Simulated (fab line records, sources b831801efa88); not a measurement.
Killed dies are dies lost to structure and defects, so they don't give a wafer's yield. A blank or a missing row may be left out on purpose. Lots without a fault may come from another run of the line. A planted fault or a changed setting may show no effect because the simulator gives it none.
Which tool did it? | flow gf180mcu | 12 lots, 36 wafers sampled, at 4 steps of a route of 602

WHAT THE GAUGES READ, wafer by wafer
GF_STI_BOW_MEAS_00.
lot  | measured    | on            | INCOMING_BOW (um)
L281 | day 1 10:00 | film_metro-04 | -1 2 13
L283 | day 1 20:01 | film_metro-02 | 6 7 -17
L284 | day 2 01:00 | film_metro-01 | -3 10 0
L285 | day 2 06:06 | film_metro-01 | 4 12 4
L286 | day 2 11:02 | film_metro-02 | 3 4 5
L288 | day 2 21:00 | film_metro-04 | 5 4 2
L289 | day 3 02:00 | film_metro-02 | -1 -4 1
L295 | day 4 08:02 | film_metro-01 | 0 -4 8
L296 | day 4 13:01 | film_metro-04 | 12 9 -3
L300 | day 5 09:00 | film_metro-01 | 10 -10 -7
L303 | day 6 00:02 | film_metro-04 | 17 4 5
L304 | day 6 05:02 | film_metro-04 | 4 -3 -8

GF_NWELL_TW_MEAS_11.
lot  | measured    | on            | NWELL_TW
L281 | day 4 03:49 | film_metro-02 | 1564 1557 1555
L283 | day 4 03:14 | film_metro-02 | 1553 1547 1551
L284 | day 4 03:28 | film_metro-01 | 1582 1572 1574
L285 | day 4 09:40 | film_metro-02 | 1556 1553 1563
L286 | day 4 11:09 | film_metro-01 | 1576 1581 1579
L288 | day 4 19:02 | film_metro-03 | 1581 1585 1586
L289 | day 5 00:55 | film_metro-03 | 1576 1572 1572
L295 | day 6 06:59 | film_metro-01 | 1740 1731 1735 1731 1723 1733
L296 | day 6 13:59 | film_metro-01 | 1729 1731 1738 1727 1724 1732
L300 | day 7 10:37 | film_metro-03 | 1583 1584 1592
L303 | day 8 04:50 | film_metro-02 | 1559 1558 1547
L304 | day 8 09:53 | film_metro-03 | 1574 1574 1584

GF_VT_IMPLANT_RS_MEAS_47: measures by four-point-probe.
lot  | measured     | on            | NWELL_RS (ohm/sq)
L281 | day 8 06:27  | film_metro-03 | 487.6 488.1 488.1
L283 | day 8 04:55  | film_metro-01 | 488.3 488.8 487.4
L284 | day 8 05:20  | film_metro-02 | 487.8 487.3 487.8
L285 | day 8 10:52  | film_metro-02 | 487.0 486.3 488.2
L286 | day 8 13:14  | film_metro-01 | 487.5 488.8 488.7
L288 | day 8 22:40  | film_metro-03 | 487.2 486.4 486.0
L289 | day 9 04:46  | film_metro-02 | 489.5 490.1 490.5
L295 | day 10 18:06 | film_metro-03 | 641.4 642.5 641.3 642.2 642.1 640.2
L296 | day 11 04:17 | film_metro-03 | 640.6 644.3 642.6 641.7 642.5 643.6
L300 | day 12 04:15 | film_metro-03 | 489.8 489.6 490.2
L303 | day 13 04:17 | film_metro-03 | 486.7 486.0 487.3
L304 | day 13 09:03 | film_metro-03 | 489.2 488.1 490.0

WHICH TOOL RAN EACH LOT (tool, then ch and the chambers of the sampled wafers, then the start)
lot  | GF_NWELL_IMPLANT_08
L281 | implanter-02 ch 0, day 4 03:25
L283 | implanter-03 ch 0, day 4 02:51
L284 | implanter-04 ch 0, day 4 03:04
L285 | implanter-02 ch 0, day 4 09:16
L286 | implanter-02 ch 0, day 4 10:47
L288 | implanter-02 ch 0, day 4 18:38
L289 | implanter-02 ch 0, day 5 00:31
L295 | implanter-04 ch 0, day 6 06:37
L296 | implanter-04 ch 0, day 6 13:36
L300 | implanter-02 ch 0, day 7 10:13
L303 | implanter-03 ch 0, day 8 04:28
L304 | implanter-03 ch 0, day 8 09:31
- GF_NWELL_IMPLANT_08

WHAT THE TOOLS THEMSELVES READ (means of the sampled wafers that have a number; where no wafer has one, the mark that the record gives instead)
GF_NWELL_IMPLANT_08.
lot  | tool         | tilt_deg (degrees)
L281 | implanter-02 | 0.002
L283 | implanter-03 | -0.003
L284 | implanter-04 | -0.007
L285 | implanter-02 | 0.007
L286 | implanter-02 | 0.023
L288 | implanter-02 | -0.020
L289 | implanter-02 | 0.002
L295 | implanter-04 | 3.878
L296 | implanter-04 | 3.919
L300 | implanter-02 | 0.000
L303 | implanter-03 | 0.004
L304 | implanter-03 | 0.019

THE ANSWER, worked out from the rows above alone
Rule: what is usual is taken from the lots themselves. Put in order of their means at a reading, lots are off if they are a third of the lots or fewer, leave a main group of 4 or more, and stand apart from it by a gap of 3 or more times the standard deviation of the main group's means; of several such gaps the widest counts. A main group whose means are all the same, to the digits that the tables above print for the reading, isn't used. A lot without any number at a reading at which 4 lots or more have one is off too. The other lots that the step has rows for count as sound. The gauges are gone through in route order, then the tools' own readings, and for those a lot's mean is taken as printed above. The first step at which some lot is off is used, and at that step the reading that is off furthest; a lot without a number counts as furthest.
Off: L295, L296, at GF_NWELL_TW_MEAS_11 (NWELL_TW). The main group: mean 1570, standard deviation 12.
A tool fits if, at a process step before that reading, it ran every lot that is off, and no sound lot after the first of them. The gauges at GF_NWELL_TW_MEAS_11 aren't tried: what is off there is off at GF_VT_IMPLANT_RS_MEAS_47 too, on other tools, and a gauge's error can't cause that. One fits: implanter-04 at GF_NWELL_IMPLANT_08. Its last sound lot is L284 (day 4 03:04), its first lot that is off L295 (day 6 06:37): a fault that began between those two fits.
The tool's own readings at GF_NWELL_IMPLANT_08 bear it out: on the lots that are off they differ by more than 5 times the standard deviation of the sound lots' means. tilt_deg reads 3.899 degrees there against 0.003 degrees on the sound lots.

WHAT THE SIMULATOR HAD PUT IN
Process parameter drift: implanter-04, from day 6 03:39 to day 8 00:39, at GF_NWELL_IMPLANT_08. Setting tilt_deg, moved by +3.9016, from 0. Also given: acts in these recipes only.
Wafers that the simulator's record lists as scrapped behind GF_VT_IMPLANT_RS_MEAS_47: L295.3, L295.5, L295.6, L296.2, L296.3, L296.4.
Lots struck among those shown: L295, L296. The rule above found the same.
